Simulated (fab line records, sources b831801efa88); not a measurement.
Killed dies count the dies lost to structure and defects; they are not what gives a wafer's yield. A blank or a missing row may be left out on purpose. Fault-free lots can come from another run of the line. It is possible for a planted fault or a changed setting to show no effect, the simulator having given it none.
fab line records :: flow gf180mcu
record:
  lots: 13
  wafers: 39
  last-day: 34
route steps=602 shown POLY_GATE@174 HV_LDD@183
lots that met no fault: from a run of the same line without faults
start-h: hours from the record's first day to the start of the lot's first wafer shown :: wait-h: time in hours since the lot's previous step :: " unchanged from the row above :: L1.1+2: one row covering several wafers at once :: - no value, or no start was given :: * or withheld: withheld :: < > ~ a bound
route shown NAME@n: names a module that has steps shown in the file, with the first one's number in the route :: usual: the fault-free wafers' mean and standard deviation :: same: alike in all rows :: chamber/n: place in a boat :: sites: each site's reading :: _std_site: the standard deviation of these :: _edge_site: outer sites' mean less inner sites' :: radius-mm: for every site, how far away it sits from the centre of the wafer :: mask NAME#n: copy n :: behind: the last tool/chamber to shape the wafer :: hold: why the lot went on hold/how many hours it stayed there/how the hold came to an end :: device: whichever transistor did not switch (one of n, p or np) :: end of line: tests of these same wafers at the route's end :: where a step has no rows: the recipe by itself :: killed: not the wafer's yield, but the dies lost to structure and defects at the first sort :: map: a wafer's dies, x killed, . not, _ none there
set.NAME: the run value of the setting; set.NAME@STEP: its run value at that earlier step :: model.NAME: the simulator's own value behind a step, which no gauge read
the route's steps for a sample of lots (tables are steps, rows are wafers)
services: when a tool's chamber went out of use (start-h, in hours from the record's first day, below 0 if earlier), for how many hours, and the reason
== steps ==
step: GF_POLY_GATE_THK_MEAS_17
recipe:
  reads: SiO2_of_POLY_GATE_OXIDATION_16
usual:
  POLY_GATE_OXIDATION_THK: 3.98/0.09
lot.wafer: L249.2
tool: film-metro-02
chamber: -
start-h: 199.87
wait-h: 0.0
POLY_GATE_OXIDATION_THK[nm]: 3.97

lot.wafer: L249.4
tool: film-metro-02
chamber: -
start-h: 199.87
wait-h: 0.0
POLY_GATE_OXIDATION_THK[nm]: 4.00

lot.wafer: L249.6
tool: film-metro-02
chamber: -
start-h: 199.87
wait-h: 0.0
POLY_GATE_OXIDATION_THK[nm]: 3.95

lot.wafer: L250.2
tool: film-metro-02
chamber: -
start-h: 205.41
wait-h: 0.0
POLY_GATE_OXIDATION_THK[nm]: 3.98

lot.wafer: L250.3
tool: film-metro-02
chamber: -
start-h: 205.41
wait-h: 0.0
POLY_GATE_OXIDATION_THK[nm]: 3.94

lot.wafer: L250.6
tool: film-metro-02
chamber: -
start-h: 205.41
wait-h: 0.0
POLY_GATE_OXIDATION_THK[nm]: 3.96

lot.wafer: L252.3
tool: film-metro-01
chamber: -
start-h: 222.78
wait-h: 0.0
POLY_GATE_OXIDATION_THK[nm]: 3.96

lot.wafer: L252.5
tool: film-metro-01
chamber: -
start-h: 222.78
wait-h: 0.0
POLY_GATE_OXIDATION_THK[nm]: 3.95

lot.wafer: L252.6
tool: film-metro-01
chamber: -
start-h: 222.78
wait-h: 0.0
POLY_GATE_OXIDATION_THK[nm]: 3.98

lot.wafer: L254.1
tool: film-metro-03
chamber: -
start-h: 236.78
wait-h: 0.0
POLY_GATE_OXIDATION_THK[nm]: 3.99

lot.wafer: L254.3
tool: film-metro-03
chamber: -
start-h: 236.78
wait-h: 0.0
POLY_GATE_OXIDATION_THK[nm]: 4.08

lot.wafer: L254.6
tool: film-metro-03
chamber: -
start-h: 236.78
wait-h: 0.0
POLY_GATE_OXIDATION_THK[nm]: 3.99

lot.wafer: L256.1
tool: film-metro-02
chamber: -
start-h: 253.99
wait-h: 0.0
POLY_GATE_OXIDATION_THK[nm]: 3.83

lot.wafer: L256.2
tool: film-metro-02
chamber: -
start-h: 253.99
wait-h: 0.0
POLY_GATE_OXIDATION_THK[nm]: 3.81

lot.wafer: L256.3
tool: film-metro-02
chamber: -
start-h: 253.99
wait-h: 0.0
POLY_GATE_OXIDATION_THK[nm]: 3.79

lot.wafer: L257.1
tool: film-metro-01
chamber: -
start-h: 253.99
wait-h: 0.0
POLY_GATE_OXIDATION_THK[nm]: 3.81

lot.wafer: L257.4
tool: film-metro-01
chamber: -
start-h: 253.99
wait-h: 0.0
POLY_GATE_OXIDATION_THK[nm]: 3.82

lot.wafer: L257.6
tool: film-metro-01
chamber: -
start-h: 253.99
wait-h: 0.0
POLY_GATE_OXIDATION_THK[nm]: 3.84

lot.wafer: L261.1
tool: film-metro-02
chamber: -
start-h: 283.94
wait-h: 0.0
POLY_GATE_OXIDATION_THK[nm]: 3.89

lot.wafer: L261.2
tool: film-metro-02
chamber: -
start-h: 283.94
wait-h: 0.0
POLY_GATE_OXIDATION_THK[nm]: 4.02

lot.wafer: L261.4
tool: film-metro-02
chamber: -
start-h: 283.94
wait-h: 0.0
POLY_GATE_OXIDATION_THK[nm]: 4.06

lot.wafer: L262.3
tool: film-metro-03
chamber: -
start-h: 292.03
wait-h: 0.0
POLY_GATE_OXIDATION_THK[nm]: 4.05

lot.wafer: L262.4
tool: film-metro-03
chamber: -
start-h: 292.03
wait-h: 0.0
POLY_GATE_OXIDATION_THK[nm]: 3.94

lot.wafer: L262.6
tool: film-metro-03
chamber: -
start-h: 292.03
wait-h: 0.0
POLY_GATE_OXIDATION_THK[nm]: 4.01

lot.wafer: L263.1
tool: film-metro-01
chamber: -
start-h: 301.35
wait-h: 0.0
POLY_GATE_OXIDATION_THK[nm]: 4.11

lot.wafer: L263.3
tool: film-metro-01
chamber: -
start-h: 301.35
wait-h: 0.0
POLY_GATE_OXIDATION_THK[nm]: 4.12

lot.wafer: L263.4
tool: film-metro-01
chamber: -
start-h: 301.35
wait-h: 0.0
POLY_GATE_OXIDATION_THK[nm]: 4.00

lot.wafer: L267.1
tool: film-metro-01
chamber: -
start-h: 324.22
wait-h: 0.0
POLY_GATE_OXIDATION_THK[nm]: 3.99

lot.wafer: L267.2
tool: film-metro-01
chamber: -
start-h: 324.22
wait-h: 0.0
POLY_GATE_OXIDATION_THK[nm]: 3.91

lot.wafer: L267.4
tool: film-metro-01
chamber: -
start-h: 324.22
wait-h: 0.0
POLY_GATE_OXIDATION_THK[nm]: 3.99

lot.wafer: L268.1
tool: film-metro-03
chamber: -
start-h: 335.55
wait-h: 0.0
POLY_GATE_OXIDATION_THK[nm]: 4.04

lot.wafer: L268.3
tool: film-metro-03
chamber: -
start-h: 335.55
wait-h: 0.0
POLY_GATE_OXIDATION_THK[nm]: 4.03

lot.wafer: L268.4
tool: film-metro-03
chamber: -
start-h: 335.55
wait-h: 0.0
POLY_GATE_OXIDATION_THK[nm]: 4.07

lot.wafer: L270.1
tool: film-metro-03
chamber: -
start-h: 349.64
wait-h: 0.0
POLY_GATE_OXIDATION_THK[nm]: 4.04

lot.wafer: L270.2
tool: film-metro-03
chamber: -
start-h: 349.64
wait-h: 0.0
POLY_GATE_OXIDATION_THK[nm]: 4.07

lot.wafer: L270.3
tool: film-metro-03
chamber: -
start-h: 349.64
wait-h: 0.0
POLY_GATE_OXIDATION_THK[nm]: 4.06

lot.wafer: L271.3
tool: film-metro-01
chamber: -
start-h: 352.86
wait-h: 0.0
POLY_GATE_OXIDATION_THK[nm]: 4.02

lot.wafer: L271.5
tool: film-metro-01
chamber: -
start-h: 352.86
wait-h: 0.0
POLY_GATE_OXIDATION_THK[nm]: 3.97

lot.wafer: L271.6
tool: film-metro-01
chamber: -
start-h: 352.86
wait-h: 0.0
POLY_GATE_OXIDATION_THK[nm]: 3.85
step: GF_HV_LDD_CD_MEAS_07
recipe:
  target-cd-nm: 400
usual:
  cd-nm: 400.7/2.3
lot.wafer: L249.2
tool: cd-sem-02
chamber: -
start-h: 216.89
wait-h: 0.1
cd-nm: 402.3

lot.wafer: L249.4
tool: cd-sem-02
chamber: -
start-h: 216.89
wait-h: 0.1
cd-nm: 401.3

lot.wafer: L249.6
tool: cd-sem-02
chamber: -
start-h: 216.89
wait-h: 0.1
cd-nm: 397.6

lot.wafer: L250.2
tool: cd-sem-01
chamber: -
start-h: 223.45
wait-h: 0.1
cd-nm: 396.7

lot.wafer: L250.3
tool: cd-sem-01
chamber: -
start-h: 223.45
wait-h: 0.1
cd-nm: 397.4

lot.wafer: L250.6
tool: cd-sem-01
chamber: -
start-h: 223.45
wait-h: 0.1
cd-nm: 399.6

lot.wafer: L252.3
tool: cd-sem-02
chamber: -
start-h: 240.36
wait-h: 0.1
cd-nm: 402.2

lot.wafer: L252.5
tool: cd-sem-02
chamber: -
start-h: 240.36
wait-h: 0.1
cd-nm: 398.1

lot.wafer: L252.6
tool: cd-sem-02
chamber: -
start-h: 240.36
wait-h: 0.1
cd-nm: 398.3

lot.wafer: L254.1
tool: cd-sem-02
chamber: -
start-h: 255.13
wait-h: 0.1
cd-nm: 398.7

lot.wafer: L254.3
tool: cd-sem-02
chamber: -
start-h: 255.13
wait-h: 0.1
cd-nm: 398.7

lot.wafer: L254.6
tool: cd-sem-02
chamber: -
start-h: 255.13
wait-h: 0.1
cd-nm: 398.1

lot.wafer: L256.1
tool: cd-sem-01
chamber: -
start-h: 271.73
wait-h: 0.1
cd-nm: 397.2

lot.wafer: L256.2
tool: cd-sem-01
chamber: -
start-h: 271.73
wait-h: 0.1
cd-nm: 402.6

lot.wafer: L256.3
tool: cd-sem-01
chamber: -
start-h: 271.73
wait-h: 0.1
cd-nm: 402.1

lot.wafer: L257.1
tool: cd-sem-02
chamber: -
start-h: 272.18
wait-h: 0.1
cd-nm: 398.0

lot.wafer: L257.4
tool: cd-sem-02
chamber: -
start-h: 272.18
wait-h: 0.1
cd-nm: 396.2

lot.wafer: L257.6
tool: cd-sem-02
chamber: -
start-h: 272.18
wait-h: 0.1
cd-nm: 396.9

lot.wafer: L261.1
tool: cd-sem-01
chamber: -
start-h: 303.53
wait-h: 0.1
cd-nm: 404.6

lot.wafer: L261.2
tool: cd-sem-01
chamber: -
start-h: 303.53
wait-h: 0.1
cd-nm: 402.8

lot.wafer: L261.4
tool: cd-sem-01
chamber: -
start-h: 303.53
wait-h: 0.1
cd-nm: 403.7

lot.wafer: L262.3
tool: cd-sem-01
chamber: -
start-h: 311.91
wait-h: 0.1
cd-nm: 400.9

lot.wafer: L262.4
tool: cd-sem-01
chamber: -
start-h: 311.91
wait-h: 0.1
cd-nm: 403.4

lot.wafer: L262.6
tool: cd-sem-01
chamber: -
start-h: 311.91
wait-h: 0.1
cd-nm: 402.6

lot.wafer: L263.1
tool: cd-sem-02
chamber: -
start-h: 321.78
wait-h: 0.1
cd-nm: 402.1

lot.wafer: L263.3
tool: cd-sem-02
chamber: -
start-h: 321.78
wait-h: 0.1
cd-nm: 399.6

lot.wafer: L263.4
tool: cd-sem-02
chamber: -
start-h: 321.78
wait-h: 0.1
cd-nm: 403.5

lot.wafer: L267.1
tool: cd-sem-01
chamber: -
start-h: 345.43
wait-h: 0.1
cd-nm: 397.7

lot.wafer: L267.2
tool: cd-sem-01
chamber: -
start-h: 345.43
wait-h: 0.1
cd-nm: 399.2

lot.wafer: L267.4
tool: cd-sem-01
chamber: -
start-h: 345.43
wait-h: 0.1
cd-nm: 398.5

lot.wafer: L268.1
tool: cd-sem-02
chamber: -
start-h: 356.92
wait-h: 0.1
cd-nm: 398.8

lot.wafer: L268.3
tool: cd-sem-02
chamber: -
start-h: 356.92
wait-h: 0.1
cd-nm: 398.5

lot.wafer: L268.4
tool: cd-sem-02
chamber: -
start-h: 356.92
wait-h: 0.1
cd-nm: 399.7

lot.wafer: L270.1
tool: cd-sem-02
chamber: -
start-h: 371.93
wait-h: 0.1
cd-nm: 403.1

lot.wafer: L270.2
tool: cd-sem-02
chamber: -
start-h: 371.93
wait-h: 0.1
cd-nm: 403.2

lot.wafer: L270.3
tool: cd-sem-02
chamber: -
start-h: 371.93
wait-h: 0.1
cd-nm: 402.2

lot.wafer: L271.3
tool: cd-sem-01
chamber: -
start-h: 375.17
wait-h: 0.1
cd-nm: 398.9

lot.wafer: L271.5
tool: cd-sem-01
chamber: -
start-h: 375.17
wait-h: 0.1
cd-nm: 398.0

lot.wafer: L271.6
tool: cd-sem-01
chamber: -
start-h: 375.17
wait-h: 0.1
cd-nm: 398.9
step: GF_HV_LDD_EXPOSE_28
recipe:
  mask-id: Nplus_HV_AREA
  target-cd-nm: 400
  na: 0.6
  source-shape: conventional
  sigma-outer: 0.6
  dose-mj: 140
usual:
  exposure-dose-mJ-cm2: 140.04/0.13
same:
  na: 0.6
lot.wafer: L249.2
tool: iline-stepper-02
chamber: 0
start-h: 244.33
wait-h: -
mask: Nplus_HV_AREA#0
exposure-dose-mJ-cm2: 139.89

lot.wafer: L249.4
tool: iline-stepper-02
chamber: 0
start-h: 244.33
wait-h: -
mask: Nplus_HV_AREA#0
exposure-dose-mJ-cm2: 139.88

lot.wafer: L249.6
tool: iline-stepper-02
chamber: 0
start-h: 244.33
wait-h: -
mask: Nplus_HV_AREA#0
exposure-dose-mJ-cm2: 140.12

lot.wafer: L250.2
tool: iline-stepper-02
chamber: 0
start-h: 251.84
wait-h: -
mask: Nplus_HV_AREA#0
exposure-dose-mJ-cm2: 139.99

lot.wafer: L250.3
tool: iline-stepper-02
chamber: 0
start-h: 251.84
wait-h: -
mask: Nplus_HV_AREA#0
exposure-dose-mJ-cm2: 140.00

lot.wafer: L250.6
tool: iline-stepper-02
chamber: 0
start-h: 251.84
wait-h: -
mask: Nplus_HV_AREA#0
exposure-dose-mJ-cm2: 140.08

lot.wafer: L252.3
tool: iline-stepper-01
chamber: 0
start-h: 268.21
wait-h: -
mask: Nplus_HV_AREA#0
exposure-dose-mJ-cm2: 140.12

lot.wafer: L252.5
tool: iline-stepper-01
chamber: 0
start-h: 268.21
wait-h: -
mask: Nplus_HV_AREA#0
exposure-dose-mJ-cm2: 140.15

lot.wafer: L252.6
tool: iline-stepper-01
chamber: 0
start-h: 268.21
wait-h: -
mask: Nplus_HV_AREA#0
exposure-dose-mJ-cm2: 140.18

lot.wafer: L254.1
tool: iline-stepper-01
chamber: 0
start-h: 283.85
wait-h: -
mask: Nplus_HV_AREA#0
exposure-dose-mJ-cm2: 139.99

lot.wafer: L254.3
tool: iline-stepper-01
chamber: 0
start-h: 283.85
wait-h: -
mask: Nplus_HV_AREA#0
exposure-dose-mJ-cm2: 139.92

lot.wafer: L254.6
tool: iline-stepper-01
chamber: 0
start-h: 283.85
wait-h: -
mask: Nplus_HV_AREA#0
exposure-dose-mJ-cm2: 140.08

lot.wafer: L256.1
tool: iline-stepper-01
chamber: 0
start-h: 301.73
wait-h: -
mask: Nplus_LV_AREA#0
exposure-dose-mJ-cm2: 139.94

lot.wafer: L256.2
tool: iline-stepper-01
chamber: 0
start-h: 301.73
wait-h: -
mask: Nplus_LV_AREA#0
exposure-dose-mJ-cm2: 139.94

lot.wafer: L256.3
tool: iline-stepper-01
chamber: 0
start-h: 301.73
wait-h: -
mask: Nplus_LV_AREA#0
exposure-dose-mJ-cm2: 139.93

lot.wafer: L257.1
tool: iline-stepper-01
chamber: 0
start-h: 301.97
wait-h: -
mask: Nplus_HV_AREA#0
exposure-dose-mJ-cm2: 139.92

lot.wafer: L257.4
tool: iline-stepper-01
chamber: 0
start-h: 301.97
wait-h: -
mask: Nplus_HV_AREA#0
exposure-dose-mJ-cm2: 140.12

lot.wafer: L257.6
tool: iline-stepper-01
chamber: 0
start-h: 301.97
wait-h: -
mask: Nplus_HV_AREA#0
exposure-dose-mJ-cm2: 140.12

lot.wafer: L261.1
tool: iline-stepper-02
chamber: 0
start-h: 336.15
wait-h: -
mask: Nplus_HV_AREA#0
exposure-dose-mJ-cm2: 140.06

lot.wafer: L261.2
tool: iline-stepper-02
chamber: 0
start-h: 336.15
wait-h: -
mask: Nplus_HV_AREA#0
exposure-dose-mJ-cm2: 140.04

lot.wafer: L261.4
tool: iline-stepper-02
chamber: 0
start-h: 336.15
wait-h: -
mask: Nplus_HV_AREA#0
exposure-dose-mJ-cm2: 139.90

lot.wafer: L262.3
tool: iline-stepper-02
chamber: 0
start-h: 343.56
wait-h: -
mask: Nplus_HV_AREA#0
exposure-dose-mJ-cm2: 140.02

lot.wafer: L262.4
tool: iline-stepper-02
chamber: 0
start-h: 343.56
wait-h: -
mask: Nplus_HV_AREA#0
exposure-dose-mJ-cm2: 140.28

lot.wafer: L262.6
tool: iline-stepper-02
chamber: 0
start-h: 343.56
wait-h: -
mask: Nplus_HV_AREA#0
exposure-dose-mJ-cm2: 140.22

lot.wafer: L263.1
tool: iline-stepper-02
chamber: 0
start-h: 353.68
wait-h: -
mask: Nplus_HV_AREA#0
exposure-dose-mJ-cm2: 140.02

lot.wafer: L263.3
tool: iline-stepper-02
chamber: 0
start-h: 353.68
wait-h: -
mask: Nplus_HV_AREA#0
exposure-dose-mJ-cm2: 140.20

lot.wafer: L263.4
tool: iline-stepper-02
chamber: 0
start-h: 353.68
wait-h: -
mask: Nplus_HV_AREA#0
exposure-dose-mJ-cm2: 140.19

lot.wafer: L267.1
tool: iline-stepper-01
chamber: 0
start-h: 378.98
wait-h: -
mask: Nplus_HV_AREA#0
exposure-dose-mJ-cm2: 139.76

lot.wafer: L267.2
tool: iline-stepper-01
chamber: 0
start-h: 378.98
wait-h: -
mask: Nplus_HV_AREA#0
exposure-dose-mJ-cm2: 139.74

lot.wafer: L267.4
tool: iline-stepper-01
chamber: 0
start-h: 378.98
wait-h: -
mask: Nplus_HV_AREA#0
exposure-dose-mJ-cm2: 139.82

lot.wafer: L268.1
tool: iline-stepper-01
chamber: 0
start-h: 390.38
wait-h: -
mask: Nplus_HV_AREA#0
exposure-dose-mJ-cm2: 140.03

lot.wafer: L268.3
tool: iline-stepper-01
chamber: 0
start-h: 390.38
wait-h: -
mask: Nplus_HV_AREA#0
exposure-dose-mJ-cm2: 140.01

lot.wafer: L268.4
tool: iline-stepper-01
chamber: 0
start-h: 390.38
wait-h: -
mask: Nplus_HV_AREA#0
exposure-dose-mJ-cm2: 140.20

lot.wafer: L270.1
tool: iline-stepper-01
chamber: 0
start-h: 406.67
wait-h: -
mask: Nplus_HV_AREA#0
exposure-dose-mJ-cm2: 140.08

lot.wafer: L270.2
tool: iline-stepper-01
chamber: 0
start-h: 406.67
wait-h: -
mask: Nplus_HV_AREA#0
exposure-dose-mJ-cm2: 140.08

lot.wafer: L270.3
tool: iline-stepper-01
chamber: 0
start-h: 406.67
wait-h: -
mask: Nplus_HV_AREA#0
exposure-dose-mJ-cm2: 139.86

lot.wafer: L271.3
tool: iline-stepper-01
chamber: 0
start-h: 410.51
wait-h: -
mask: Nplus_HV_AREA#0
exposure-dose-mJ-cm2: 140.05

lot.wafer: L271.5
tool: iline-stepper-01
chamber: 0
start-h: 410.51
wait-h: -
mask: Nplus_HV_AREA#0
exposure-dose-mJ-cm2: 140.15

lot.wafer: L271.6
tool: iline-stepper-01
chamber: 0
start-h: 410.51
wait-h: -
mask: Nplus_HV_AREA#0
exposure-dose-mJ-cm2: 140.23
step: GF_HV_LDD_CD_MEAS_31
recipe:
  target-cd-nm: 400
usual:
  cd-nm: 400.3/1.8
lot.wafer: L249.2
tool: cd-sem-01
chamber: -
start-h: 253.60
wait-h: 0.1
cd-nm: 401.6

lot.wafer: L249.4
tool: cd-sem-01
chamber: -
start-h: 253.60
wait-h: 0.1
cd-nm: 400.0

lot.wafer: L249.6
tool: cd-sem-01
chamber: -
start-h: 253.60
wait-h: 0.1
cd-nm: 399.0

lot.wafer: L250.2
tool: cd-sem-02
chamber: -
start-h: 260.60
wait-h: 0.1
cd-nm: 400.3

lot.wafer: L250.3
tool: cd-sem-02
chamber: -
start-h: 260.60
wait-h: 0.1
cd-nm: 401.2

lot.wafer: L250.6
tool: cd-sem-02
chamber: -
start-h: 260.60
wait-h: 0.1
cd-nm: 400.6

lot.wafer: L252.3
tool: cd-sem-02
chamber: -
start-h: 277.71
wait-h: 0.1
cd-nm: 401.8

lot.wafer: L252.5
tool: cd-sem-02
chamber: -
start-h: 277.71
wait-h: 0.1
cd-nm: 400.7

lot.wafer: L252.6
tool: cd-sem-02
chamber: -
start-h: 277.71
wait-h: 0.1
cd-nm: 401.1

lot.wafer: L254.1
tool: cd-sem-01
chamber: -
start-h: 293.68
wait-h: 0.1
cd-nm: 402.3

lot.wafer: L254.3
tool: cd-sem-01
chamber: -
start-h: 293.68
wait-h: 0.1
cd-nm: 402.5

lot.wafer: L254.6
tool: cd-sem-01
chamber: -
start-h: 293.68
wait-h: 0.1
cd-nm: 400.3

lot.wafer: L256.1
tool: cd-sem-02
chamber: -
start-h: 311.58
wait-h: 0.1
cd-nm: -

lot.wafer: L256.2
tool: cd-sem-02
chamber: -
start-h: 311.58
wait-h: 0.1
cd-nm: -

lot.wafer: L256.3
tool: cd-sem-02
chamber: -
start-h: 311.58
wait-h: 0.1
cd-nm: -

lot.wafer: L257.1
tool: cd-sem-01
chamber: -
start-h: 312.13
wait-h: 0.1
cd-nm: 401.2

lot.wafer: L257.4
tool: cd-sem-01
chamber: -
start-h: 312.13
wait-h: 0.1
cd-nm: 403.6

lot.wafer: L257.6
tool: cd-sem-01
chamber: -
start-h: 312.13
wait-h: 0.1
cd-nm: 402.8

lot.wafer: L261.1
tool: cd-sem-01
chamber: -
start-h: 346.33
wait-h: 0.1
cd-nm: 398.8

lot.wafer: L261.2
tool: cd-sem-01
chamber: -
start-h: 346.33
wait-h: 0.1
cd-nm: 398.4

lot.wafer: L261.4
tool: cd-sem-01
chamber: -
start-h: 346.33
wait-h: 0.1
cd-nm: 397.7

lot.wafer: L262.3
tool: cd-sem-02
chamber: -
start-h: 353.81
wait-h: 0.1
cd-nm: 402.2

lot.wafer: L262.4
tool: cd-sem-02
chamber: -
start-h: 353.81
wait-h: 0.1
cd-nm: 402.3

lot.wafer: L262.6
tool: cd-sem-02
chamber: -
start-h: 353.81
wait-h: 0.1
cd-nm: 404.3

lot.wafer: L263.1
tool: cd-sem-01
chamber: -
start-h: 364.68
wait-h: 0.1
cd-nm: 403.4

lot.wafer: L263.3
tool: cd-sem-01
chamber: -
start-h: 364.68
wait-h: 0.1
cd-nm: 405.1

lot.wafer: L263.4
tool: cd-sem-01
chamber: -
start-h: 364.68
wait-h: 0.1
cd-nm: 403.2

lot.wafer: L267.1
tool: cd-sem-02
chamber: -
start-h: 390.08
wait-h: 0.1
cd-nm: 397.9

lot.wafer: L267.2
tool: cd-sem-02
chamber: -
start-h: 390.08
wait-h: 0.1
cd-nm: 399.6

lot.wafer: L267.4
tool: cd-sem-02
chamber: -
start-h: 390.08
wait-h: 0.1
cd-nm: 400.4

lot.wafer: L268.1
tool: cd-sem-01
chamber: -
start-h: 401.62
wait-h: 0.1
cd-nm: 396.4

lot.wafer: L268.3
tool: cd-sem-01
chamber: -
start-h: 401.62
wait-h: 0.1
cd-nm: 397.1

lot.wafer: L268.4
tool: cd-sem-01
chamber: -
start-h: 401.62
wait-h: 0.1
cd-nm: 398.0

lot.wafer: L270.1
tool: cd-sem-02
chamber: -
start-h: 418.58
wait-h: 0.1
cd-nm: 397.9

lot.wafer: L270.2
tool: cd-sem-02
chamber: -
start-h: 418.58
wait-h: 0.1
cd-nm: 401.0

lot.wafer: L270.3
tool: cd-sem-02
chamber: -
start-h: 418.58
wait-h: 0.1
cd-nm: 401.4

lot.wafer: L271.3
tool: cd-sem-02
chamber: -
start-h: 422.41
wait-h: 0.1
cd-nm: 399.4

lot.wafer: L271.5
tool: cd-sem-02
chamber: -
start-h: 422.41
wait-h: 0.1
cd-nm: 398.1

lot.wafer: L271.6
tool: cd-sem-02
chamber: -
start-h: 422.41
wait-h: 0.1
cd-nm: 401.2
step: GF_HV_LDD_TW_MEAS_38
usual:
  HV_LDD_3_TW: 1440/9.2
lot.wafer: L249.2
tool: film-metro-01
chamber: -
start-h: 254.44
wait-h: 0.1
HV_LDD_3_TW: 1427

lot.wafer: L249.4
tool: film-metro-01
chamber: -
start-h: 254.44
wait-h: 0.1
HV_LDD_3_TW: 1427

lot.wafer: L249.6
tool: film-metro-01
chamber: -
start-h: 254.44
wait-h: 0.1
HV_LDD_3_TW: 1428

lot.wafer: L250.2
tool: film-metro-01
chamber: -
start-h: 261.44
wait-h: 0.1
HV_LDD_3_TW: 1435

lot.wafer: L250.3
tool: film-metro-01
chamber: -
start-h: 261.44
wait-h: 0.1
HV_LDD_3_TW: 1427

lot.wafer: L250.6
tool: film-metro-01
chamber: -
start-h: 261.44
wait-h: 0.1
HV_LDD_3_TW: 1426

lot.wafer: L252.3
tool: film-metro-02
chamber: -
start-h: 278.55
wait-h: 0.1
HV_LDD_3_TW: 1440

lot.wafer: L252.5
tool: film-metro-02
chamber: -
start-h: 278.55
wait-h: 0.1
HV_LDD_3_TW: 1447

lot.wafer: L252.6
tool: film-metro-02
chamber: -
start-h: 278.55
wait-h: 0.1
HV_LDD_3_TW: 1446

lot.wafer: L254.1
tool: film-metro-04
chamber: -
start-h: 294.53
wait-h: 0.1
HV_LDD_3_TW: 1432

lot.wafer: L254.3
tool: film-metro-04
chamber: -
start-h: 294.53
wait-h: 0.1
HV_LDD_3_TW: 1436

lot.wafer: L254.6
tool: film-metro-04
chamber: -
start-h: 294.53
wait-h: 0.1
HV_LDD_3_TW: 1432

lot.wafer: L256.1
tool: film-metro-04
chamber: -
start-h: 312.43
wait-h: 0.1
HV_LDD_3_TW: 30

lot.wafer: L256.2
tool: film-metro-04
chamber: -
start-h: 312.43
wait-h: 0.1
HV_LDD_3_TW: 30

lot.wafer: L256.3
tool: film-metro-04
chamber: -
start-h: 312.43
wait-h: 0.1
HV_LDD_3_TW: 30

lot.wafer: L257.1
tool: film-metro-04
chamber: -
start-h: 312.99
wait-h: 0.1
HV_LDD_3_TW: 1443

lot.wafer: L257.4
tool: film-metro-04
chamber: -
start-h: 312.99
wait-h: 0.1
HV_LDD_3_TW: 1447

lot.wafer: L257.6
tool: film-metro-04
chamber: -
start-h: 312.99
wait-h: 0.1
HV_LDD_3_TW: 1446

lot.wafer: L261.1
tool: film-metro-04
chamber: -
start-h: 347.19
wait-h: 0.1
HV_LDD_3_TW: 1438

lot.wafer: L261.2
tool: film-metro-04
chamber: -
start-h: 347.19
wait-h: 0.1
HV_LDD_3_TW: 1436

lot.wafer: L261.4
tool: film-metro-04
chamber: -
start-h: 347.19
wait-h: 0.1
HV_LDD_3_TW: 1441

lot.wafer: L262.3
tool: film-metro-01
chamber: -
start-h: 354.65
wait-h: 0.1
HV_LDD_3_TW: 1431

lot.wafer: L262.4
tool: film-metro-01
chamber: -
start-h: 354.65
wait-h: 0.1
HV_LDD_3_TW: 1423

lot.wafer: L262.6
tool: film-metro-01
chamber: -
start-h: 354.65
wait-h: 0.1
HV_LDD_3_TW: 1431

lot.wafer: L263.1
tool: film-metro-02
chamber: -
start-h: 365.53
wait-h: 0.1
HV_LDD_3_TW: 1456

lot.wafer: L263.3
tool: film-metro-02
chamber: -
start-h: 365.53
wait-h: 0.1
HV_LDD_3_TW: 1453

lot.wafer: L263.4
tool: film-metro-02
chamber: -
start-h: 365.53
wait-h: 0.1
HV_LDD_3_TW: 1454

lot.wafer: L267.1
tool: film-metro-02
chamber: -
start-h: 390.93
wait-h: 0.1
HV_LDD_3_TW: 1459

lot.wafer: L267.2
tool: film-metro-02
chamber: -
start-h: 390.93
wait-h: 0.1
HV_LDD_3_TW: 1447

lot.wafer: L267.4
tool: film-metro-02
chamber: -
start-h: 390.93
wait-h: 0.1
HV_LDD_3_TW: 1457

lot.wafer: L268.1
tool: film-metro-01
chamber: -
start-h: 402.47
wait-h: 0.1
HV_LDD_3_TW: 1428

lot.wafer: L268.3
tool: film-metro-01
chamber: -
start-h: 402.47
wait-h: 0.1
HV_LDD_3_TW: 1431

lot.wafer: L268.4
tool: film-metro-01
chamber: -
start-h: 402.47
wait-h: 0.1
HV_LDD_3_TW: 1433

lot.wafer: L270.1
tool: film-metro-04
chamber: -
start-h: 419.43
wait-h: 0.1
HV_LDD_3_TW: 1445

lot.wafer: L270.2
tool: film-metro-04
chamber: -
start-h: 419.43
wait-h: 0.1
HV_LDD_3_TW: 1449

lot.wafer: L270.3
tool: film-metro-04
chamber: -
start-h: 419.43
wait-h: 0.1
HV_LDD_3_TW: 1448

lot.wafer: L271.3
tool: film-metro-02
chamber: -
start-h: 423.25
wait-h: 0.1
HV_LDD_3_TW: 1437

lot.wafer: L271.5
tool: film-metro-02
chamber: -
start-h: 423.25
wait-h: 0.1
HV_LDD_3_TW: 1443

lot.wafer: L271.6
tool: film-metro-02
chamber: -
start-h: 423.25
wait-h: 0.1
HV_LDD_3_TW: 1445
== services ==
tool: iline-stepper-01
chamber: -
start-h: 274.75
hours: 4.4
kind: pm

tool: iline-stepper-02
chamber: -
start-h: 364.71
hours: 2.1
kind: pm

tool: iline-stepper-02
chamber: -
start-h: 366.79
hours: -
kind: consumable-replace:lamp

tool: iline-stepper-02
chamber: -
start-h: 395.02
hours: 1.7
kind: pm

tool: iline-stepper-01
chamber: -
start-h: 401.33
hours: 1.7
kind: pm
== key ==
first-sign:
  step: GF_HV_LDD_EXPOSE_28
  reading: mask
  direction: changed
effect:
  step: GF_HV_LDD_CD_MEAS_31
  reading: cd-nm
  direction: missing
effect:
  step: GF_HV_LDD_TW_MEAS_38
  reading: HV_LDD_3_TW
  direction: down
  sigmas: 99+
  usual: 1440
  struck: 30
met-at GF_HV_LDD_EXPOSE_28
struck-lots L256
later-rows-left-out L256.1,L256.2,L256.3
sort-left-out L256.1,L256.2,L256.3
tester-left-out L256
not-acting-at GF_POLY_GATE_THK_MEAS_17,GF_HV_LDD_CD_MEAS_07
onset-between 283.85 301.73
fault:
  kind: wrong-mask
  tool: any
  chamber: -
  onset-h: 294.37
  steps: GF_HV_LDD_EXPOSE_28
  aux-copy: Nplus_LV_AREA#0
  scope: struck-lots-only
tester-left-out: of these lots the tester's yield and bins aren't shown, on N5 and GAA mostly nor the transistor test; their killed dies are dies lost to structure and defects alone, not to doping, threshold or leakage, so they don't give the yield
sort-left-out: the simulated sort isn't trusted on such a fault, so these wafers' sort isn't shown, and their yield isn't known
later-rows-left-out: the simulator's readings of these wafers behind a module that went badly wrong aren't trusted and aren't shown, but for the sort
